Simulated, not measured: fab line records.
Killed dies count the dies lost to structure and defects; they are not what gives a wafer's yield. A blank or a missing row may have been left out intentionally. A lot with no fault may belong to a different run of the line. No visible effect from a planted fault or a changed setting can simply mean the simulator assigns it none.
Which tool did it? -- flow sky130 -- 18 wafers from 6 lots sampled at 4 of the route's 708 steps

WHAT THE GAUGES READ, wafer by wafer
SKY_PAD_OPEN_BOW_MEAS_13.
lot,measured,on,PAD_OPEN_BOW (um)
L191,day 46 00:10,filmMetro-04,57 49 46
L198,day 47 20:13,filmMetro-04,51 57 57
L200,day 48 06:26,filmMetro-04,44 33 41
L205,day 49 07:46,filmMetro-02,40 56 47
L207,day 49 20:20,filmMetro-01,42 35 55
L212,day 50 15:31,filmMetro-01,43 37 31

WHAT TOOL EACH LOT RAN ON (gives the tool, then ch and the chambers of the sampled wafers, and finally the start)
lot,SKY_METAL1_SPUTTER_01,SKY_CAP2M_STRIP_14,SKY_VIA4_ETCH_12
L191,"pvdSputter-01, day 31 19:50","plasmaAsher-04 ch 0,1, day 41 00:02","rieDiel-01 ch 0,2, day 43 00:58"
L198,"pvdSputter-02, day 34 05:59","plasmaAsher-01 ch 0,1, day 43 01:31","rieDiel-01 ch 0,1, day 45 01:10"
L200,"pvdSputter-01, day 34 22:05","plasmaAsher-04 ch 0,1, day 43 14:59","rieDiel-02 ch 1,2, day 45 13:31"
L205,"pvdSputter-02, day 36 09:13","plasmaAsher-04 ch 0,1, day 44 23:14","rieDiel-02 ch 0,1,3, day 46 18:25"
L207,"pvdSputter-02, day 37 05:15","plasmaAsher-03 ch 0,1, day 45 13:53","rieDiel-03 ch 0,1,3, day 47 08:49"
L212,"pvdSputter-01, day 38 10:23","plasmaAsher-03 ch 0,1, day 46 13:53","rieDiel-02 ch 0,2, day 48 07:10"
- SKY_METAL1_SPUTTER_01: material TiN, target thk 20 nm, time 16.7 s.
- SKY_CAP2M_STRIP_14: strips in O2/N2.
- SKY_VIA4_ETCH_12: etches SiO2 in C4F8/O2/Ar, stops on TiN, target depth 580 nm.

THE ANSWER, worked out from the rows above alone
Rule: what is usual is taken from the lots themselves. The widest of any qualifying gaps counts: lots, ordered by their means at a reading, are off when they make up no more than a third of the lots, leave a main group of 4 or more, and stand apart from it by 3 or more times the standard deviation of that group's means. Not used: any main group whose means are identical at the precision the tables above print for the reading. A lot without any number at a reading at which 4 lots or more have one is off too. Where the step has rows for the other lots, those lots are counted as sound.
None of the lots is off at any reading shown; this tells nothing.

WHAT HAD BEEN PUT IN BY THE SIMULATOR
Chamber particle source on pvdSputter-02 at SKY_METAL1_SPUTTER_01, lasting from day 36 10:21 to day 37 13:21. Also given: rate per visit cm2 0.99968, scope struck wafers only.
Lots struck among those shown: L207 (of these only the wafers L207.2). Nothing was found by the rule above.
